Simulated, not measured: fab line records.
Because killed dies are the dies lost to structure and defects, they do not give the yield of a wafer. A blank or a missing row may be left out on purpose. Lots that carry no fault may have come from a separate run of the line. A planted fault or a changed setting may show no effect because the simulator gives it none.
A struck lot beside a sound one / flow gf180mcu / 18 steps out of a route of 602
Sound: the wafers L291.3, L291.4, L291.5. The struck wafers were L309.1, L309.3, L309.6. The cause is given at the end.
At each step with rows: each side's tool, then ch and its chambers, then its first start. Under that, the readings that differ: sound wafers / struck wafers / difference of the means / sigmas: that difference in standard deviations of wafers without a fault.
alike: readings whose means differ by less than 2 such deviations, and words and numbers that are the same on both sides. not compared: withheld readings, readings that some wafer has no value for, bounds like >300 that may hide the same value, and numbers for which the record gives no deviation and whose values overlap.
Wherever a step has rows on one side only, a row that says differs or no value, or a row with sigmas, the two part there. Numbers that have no deviation but don't overlap get no sigmas and don't part them. A reading missing from all wafers of one side parts the sides only when that side holds two or more wafers.

first, 3 steps without rows for these wafers: GF_V3_EXPOSE_11 (exposes mask Via3, target cd 260 nm); GF_V3_PEB_12 (peb time 90 s); GF_V3_DEVELOP_13 (develop time 60 s).
GF_V3_CD_MEAS_14: target cd 260 nm.
  sound on cd sem-01, day 23 15:32; struck on cd sem-02, day 29 03:36
reading=cd nm (nm); sound=261.8 262.4 262.6; struck=258.9 259.4 258.9; difference=-3.2; sigmas=-3
GF_V3_OVL_MEAS_15:
  sound on overlay-01, day 23 15:37; struck on overlay-02, day 29 03:43
  alike: V3_OVL
then, 1 step without rows for these wafers: GF_V3_ETCH_16 (etches BARC in N2/H2).
GF_V3_ETCH_17: etches SiO2 in C4F8/O2/Ar, stops on TiN, target depth 635 nm.
  sound: rie diel-01 ch 1,2,3; struck: rie diel-03 ch 1,2,3
  alike: oes product au
GF_V3_STRIP_18: strips in O2/N2.
  sound on plasma asher-01 ch 0,1, day 23 15:49; struck on plasma asher-01 ch 0,1, day 29 03:53
  alike: drypump motor current A, heater power w, o2 flow sccm, oes product au
  not compared: rf hours counter h
then, 2 steps without rows for these wafers: GF_V3_STRIP_19 (strips in post etch residue remover, time 1200 s); GF_V3_CLEAN_20 (cleans in DIW).
GF_V3_SPUTTER_21: material Ti, target thk 15 nm, time 80.02 s.
  sound on pvd sputter-03, day 23 16:21; struck on pvd sputter-03, day 29 04:25
  alike: throttle valve pct
GF_V3_SPUTTER_22: material TiN, target thk 10 nm, time 40 s.
  sound on pvd sputter-03, day 23 16:25; struck on pvd sputter-03, day 29 04:29
  alike: throttle valve pct
GF_V3_CVD_23: deposits W, target thk 350 nm, time 104.9 s.
  sound on cvd w-02 ch 0,1, day 23 16:29; struck on cvd w-01 ch 0,1, day 29 04:31
reading=susceptor temp C (C); sound=400.26 399.89 400.07; struck=405.96 405.89 405.66; difference=+5.76; sigmas=+26
reading=model.W_of_V3_CVD_23.thk nm (nm); sound=352.5 344.3 351.5; struck=396.7 391.8 377.6; difference=+39.3; sigmas=
  alike: heater power w
GF_V3_RS_MEAS_24: uses a four-point probe to measure.
  sound on film metro-03, day 23 16:36; struck on film metro-03, day 29 04:38
reading=V3_W_RS (ohm/sq); sound=0.324 0.332 0.325; struck=0.288 0.292 0.302; difference=-0.033; sigmas=-7
GF_V3_THK_MEAS_25: measures by xrf.
  sound on film metro-03, day 23 16:42; struck on film metro-03, day 29 04:46
reading=V3_W_THK (nm); sound=359 351 357; struck=408 401 389; difference=+44; sigmas=+8
GF_V3_CMP_26: polishes, stops on SiO2, t overpolish 15 s, target thk 0 nm.
  sound on cmp-02 ch 0,1, day 23 16:44; struck on cmp-02 ch 1,2,3, day 29 04:52
reading=time to endpoint s (s); sound=85 74 75; struck=95 92 93; difference=+15; sigmas=+4
  alike: motor current A
GF_M4_SPUTTER_00: material Ti, target thk 37.5 nm, time 150 s.
  sound on pvd sputter-04, day 23 17:02; struck on pvd sputter-04, day 29 05:07
  alike: throttle valve pct
-- the record jumps here: 5 days lie between the struck wafers' starts before and after (it left off in module M4 and takes up again in module PASSIVATION, whose first step shown is number 602 of the route) --
GF_PASSIVATION_PROBE_99:
  rows exist in the record for the struck wafers here (prober-02, day 34 13:42), but not for the sound ones

== WHERE THEY PART ==
First at GF_V3_CD_MEAS_14; last, within this record, at GF_PASSIVATION_PROBE_99.

WHY: the cause the simulator had injected
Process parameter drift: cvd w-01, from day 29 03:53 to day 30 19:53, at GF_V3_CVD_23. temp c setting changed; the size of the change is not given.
